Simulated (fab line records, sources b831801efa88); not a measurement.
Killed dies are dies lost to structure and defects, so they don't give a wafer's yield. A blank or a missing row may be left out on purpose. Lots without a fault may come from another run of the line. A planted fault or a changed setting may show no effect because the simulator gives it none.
Which tool did it? | flow sky130 | 13 lots, 39 wafers sampled, at 5 steps of a route of 708

WHAT THE GAUGES READ, wafer by wafer
SKY_VT_ADJUST_HVTP_OVL_MEAS_08. Usual: VT_ADJUST_HVTP_OVL -0.5 nm, standard deviation 1.3.
lot  | measured     | on         | VT_ADJUST_HVTP_OVL (nm) | flag
L890 | day 6 05:55  | overlay-01 | -1.8 -2.2 -1.6          |
L892 | day 6 17:36  | overlay-01 | -0.5 0.8 0.2            |
L894 | day 7 07:58  | overlay-02 | 0.2 1.4 0.7             |
L896 | day 7 20:22  | overlay-01 | -1.2 -0.4 -1.3          |
L898 | day 8 06:42  | overlay-02 | -2.0 -2.0 -3.3          |
L899 | day 8 15:54  | overlay-02 | -0.3 0.6 -1.0           |
L900 | day 8 17:27  | overlay-02 | -1.9 0.5 0.6            |
L901 | day 9 02:39  | overlay-01 | -0.3 -0.4 0.1           |
L903 | day 9 10:49  | overlay-01 | -1.3 -0.4 -0.9          |
L907 | day 10 14:23 | overlay-01 | 0.7 0.2 0.9             |
L909 | day 11 05:28 | overlay-01 | -0.3 0.6 -0.7           |
L910 | day 11 13:52 | overlay-02 | -1.6 -2.3 -1.1          |
L913 | day 12 06:32 | overlay-02 | -1.5 -0.3 -1.1          |

SKY_VT_ADJUST_HVTP_TW_MEAS_11. Usual: VT_ADJUST_HVTP_TW 1352, standard deviation 8.8.
lot  | measured     | on            | VT_ADJUST_HVTP_TW | flag
L890 | day 6 06:12  | film_metro-02 | 1341 1344 1340    |
L892 | day 6 17:53  | film_metro-01 | 1343 1347 1346    |
L894 | day 7 08:15  | film_metro-01 | 1347 1358 1358    |
L896 | day 7 20:39  | film_metro-01 | 1358 1349 1356    |
L898 | day 8 06:59  | film_metro-03 | 1356 1362 1359    |
L899 | day 8 16:11  | film_metro-02 | 1340 1349 1344    |
L900 | day 8 17:44  | film_metro-03 | 1359 1366 1360    |
L901 | day 9 02:57  | film_metro-03 | 1358 1353 1349    |
L903 | day 9 11:07  | film_metro-02 | 1348 1351 1345    |
L907 | day 10 14:40 | film_metro-01 | 1362 1358 1356    |
L909 | day 11 05:45 | film_metro-03 | 1352 1360 1350    |
L910 | day 11 14:09 | film_metro-03 | 1361 1361 1358    |
L913 | day 12 06:49 | film_metro-03 | 1358 1360 1356    |

SKY_LDD_LDN_TW_MEAS_13. Usual: LDD_LDN_TW 1488, standard deviation 8.6.
lot  | measured     | on            | LDD_LDN_TW     | flag
L890 | day 23 08:29 | film_metro-03 | 1483 1486 1486 |
L892 | day 23 22:26 | film_metro-03 | 1488 1481 1477 |
L894 | day 25 02:33 | film_metro-03 | 1482 1484 1479 |
L896 | day 25 16:00 | film_metro-03 | 1485 1490 1479 |
L898 | day 26 05:51 | film_metro-04 | 1509 1501 1504 |
L899 | day 26 14:32 | film_metro-04 | 1505 1506 1497 |
L900 | day 26 16:14 | film_metro-04 | 1499 1503 1496 |
L901 | day 27 09:37 | film_metro-03 | 1481 1485 1488 |
L903 | day 27 20:29 | film_metro-03 | 1484 1485 1488 |
L907 | day 29 00:14 | film_metro-04 | 1486 1494 1487 |
L909 | day 29 14:15 | film_metro-03 | 1421 1419 1428 | OFF
L910 | day 30 07:02 | film_metro-04 | 1432 1434 1438 | OFF
L913 | day 30 16:24 | film_metro-03 | 1474 1483 1486 |

WHICH TOOL RAN EACH LOT (tool, then ch and the chambers of the sampled wafers, then the start)
lot  | SKY_LDD_LDN_IMPLANT_10          | SKY_LDD_LDN_STRIP_12
L890 | implanter-01 ch 0, day 23 08:05 | plasma_asher-02 ch 0,1, day 23 08:22
L892 | implanter-01 ch 0, day 23 22:02 | plasma_asher-04 ch 0,1, day 23 22:20
L894 | implanter-01 ch 0, day 25 02:10 | plasma_asher-02 ch 0,1, day 25 02:26
L896 | implanter-01 ch 0, day 25 15:37 | plasma_asher-04 ch 0,1, day 25 15:53
L898 | implanter-02 ch 0, day 26 05:27 | plasma_asher-04 ch 0,1, day 26 05:45
L899 | implanter-01 ch 0, day 26 14:08 | plasma_asher-02 ch 0,1, day 26 14:26
L900 | implanter-01 ch 0, day 26 15:50 | plasma_asher-02 ch 0,1, day 26 16:08
L901 | implanter-01 ch 0, day 27 09:14 | plasma_asher-04 ch 0,1, day 27 09:31
L903 | implanter-02 ch 0, day 27 20:07 | plasma_asher-04 ch 0,1, day 27 20:24
L907 | implanter-02 ch 0, day 28 23:50 | plasma_asher-03 ch 0,1, day 29 00:07
L909 | implanter-02 ch 0, day 29 13:52 | plasma_asher-04 ch 0,1, day 29 14:08
L910 | implanter-02 ch 0, day 30 06:38 | plasma_asher-04 ch 0,1, day 30 06:55
L913 | implanter-01 ch 0, day 30 16:00 | plasma_asher-04 ch 0,1, day 30 16:18
- SKY_LDD_LDN_IMPLANT_10
- SKY_LDD_LDN_STRIP_12: strips in O2/N2.

WHAT THE TOOLS THEMSELVES READ (means of the sampled wafers that have a number; where no wafer has one, the mark that the record gives instead)
SKY_LDD_LDN_IMPLANT_10. Usual: dose_ions_cm2 1.25e+13, standard deviation 1.5e+10; faraday_current_uA 70.4, standard deviation 1.4.
lot  | tool         | dose_ions_cm2 | faraday_current_uA | flag
L890 | implanter-01 | 1.25e+13      | 70.3               |
L892 | implanter-01 | 1.25e+13      | 69.9               |
L894 | implanter-01 | 1.25e+13      | 70.2               |
L896 | implanter-01 | 1.25e+13      | 70.4               |
L898 | implanter-02 | 1.25e+13      | 71.2               |
L899 | implanter-01 | 1.25e+13      | 70.8               |
L900 | implanter-01 | 1.25e+13      | 70.8               |
L901 | implanter-01 | 1.25e+13      | 70.9               |
L903 | implanter-02 | 1.25e+13      | 71.0               |
L907 | implanter-02 | 1.25e+13      | 71.2               |
L909 | implanter-02 | 6.34e+12      | 35.8               | OFF
L910 | implanter-02 | 6.32e+12      | 35.3               | OFF
L913 | implanter-01 | 1.25e+13      | 69.5               |

SKY_LDD_LDN_STRIP_12. Usual: drypump_motor_current_A 5.5 A, standard deviation 0.43; oes_product_au 0.715 a.u., standard deviation 0.0047; strip_time_to_endpoint_s 14.17 s, standard deviation 0.044.
lot  | tool            | drypump_motor_current_A (A) | oes_product_au (a.u.) | strip_time_to_endpoint_s (s) | flag
L890 | plasma_asher-02 | 5.5                         | 0.718                 | 14.19                        |
L892 | plasma_asher-04 | 5.2                         | 0.713                 | 14.21                        |
L894 | plasma_asher-02 | 5.5                         | 0.716                 | 14.20                        |
L896 | plasma_asher-04 | 5.2                         | 0.718                 | 14.11                        |
L898 | plasma_asher-04 | 5.2                         | 0.714                 | 14.26                        |
L899 | plasma_asher-02 | 5.5                         | 0.717                 | 14.15                        |
L900 | plasma_asher-02 | 5.6                         | 0.716                 | 14.14                        |
L901 | plasma_asher-04 | 5.2                         | 0.715                 | 14.24                        |
L903 | plasma_asher-04 | 5.2                         | 0.713                 | 14.18                        |
L907 | plasma_asher-03 | 6.2                         | 0.715                 | 14.12                        |
L909 | plasma_asher-04 | 5.2                         | 0.715                 | 14.12                        |
L910 | plasma_asher-04 | 5.2                         | 0.714                 | 14.22                        |
L913 | plasma_asher-04 | 5.2                         | 0.713                 | 14.16                        |

THE ANSWER, worked out from the rows above alone
Rule: a lot is off if the mean of its wafers that have a number lies more than 3 standard deviations from the usual mean. A lot without any number at a reading at which 4 lots or more have one is off too. The other lots that the step has rows for count as sound. The gauges are gone through in route order, then the tools' own readings, and for those a lot's mean is taken as printed above. The first step at which some lot is off is used, and at that step the reading that is off furthest; a lot without a number counts as furthest.
Off: L909, L910, at SKY_LDD_LDN_TW_MEAS_13 (LDD_LDN_TW).
A tool fits if, at a process step before that reading, it ran every lot that is off, and no sound lot after the first of them. The gauges at SKY_LDD_LDN_TW_MEAS_13 aren't tried: what is off there is off at SKY_LDD_LDN_IMPLANT_10 too, on other tools, and a gauge's error can't cause that. One fits: implanter-02 at SKY_LDD_LDN_IMPLANT_10. Its last sound lot is L907 (day 28 23:50), its first lot that is off L909 (day 29 13:52): a fault that began between those two fits.
The tool's own readings at SKY_LDD_LDN_IMPLANT_10 bear it out: on the lots that are off they differ by more than 5 times the standard deviation of the sound lots' means. dose_ions_cm2 reads 6.33e+12 there against 1.25e+13 on the sound lots; faraday_current_uA reads 35.5 there against 70.6 on the sound lots.

WHAT THE SIMULATOR HAD PUT IN
Process parameter drift: implanter-02, from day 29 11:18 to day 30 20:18, at SKY_LDD_LDN_IMPLANT_10. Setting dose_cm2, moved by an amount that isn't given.
Lots struck among those shown: L909, L910. The rule above found the same.
